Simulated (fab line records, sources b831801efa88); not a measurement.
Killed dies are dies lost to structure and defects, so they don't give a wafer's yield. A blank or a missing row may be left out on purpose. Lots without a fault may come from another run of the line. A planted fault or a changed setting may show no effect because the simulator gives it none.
Chamber matching | flow sfq_line | SFQ_TRILAYER_I0_DEP_PECVD_027 on pecvd-04: 3 sister chambers
The step deposits SiO2 from SiH4/N2O, time 111.11 s, target thk 500 nm. 6 wafers are shown with their chamber, then 6 later ones without.

WAFERS WITH THEIR CHAMBER
wafer  | chamber | throttle_valve_pct (%) | heater_power_outer_w (W)
L666.1 | 1       | 24.0                   | 45
L666.3 | 1       | 24.1                   | 46
L667.3 | 2       | 22.2                   | 11
L667.6 | 0       | 25.2                   | 21
L676.4 | 0       | 25.1                   | 17
L676.5 | 2       | 22.4                   | 18

WAFERS WITHOUT THEIR CHAMBER
wafer  | throttle_valve_pct (%) | heater_power_outer_w (W)
L679.1 | 25.2                   | 25
L679.3 | 24.1                   | 37
L679.6 | 25.4                   | 27
L680.1 | 25.4                   | 23
L680.4 | 24.1                   | 33
L680.5 | 25.3                   | 25

WHICH CHAMBER EACH WENT THROUGH
wafer  | from the rows above | in truth
L679.1 | 0                   | 0
L679.3 | 1                   | 1
L679.6 | 0                   | 0
L680.1 | 0                   | 0
L680.4 | 1                   | 1
L680.5 | 0                   | 0
Placed correctly: 6 of 6. Can't be placed from these rows: 0. Placed wrongly: 0.
How it was worked out, from the rows above alone: a wafer's distance from a chamber is the root of the sum, over the readings, of the square of ((its reading less the chamber's mean) divided by the reading's scatter). The wafer belongs to the nearest chamber; if the next one is less than 2 further off, it can't be placed. A chamber's mean is the mean of its shown wafers. The scatter: the root of (the sum of the squares of (reading less its chamber's mean) over the shown wafers, divided by (wafers less chambers)).
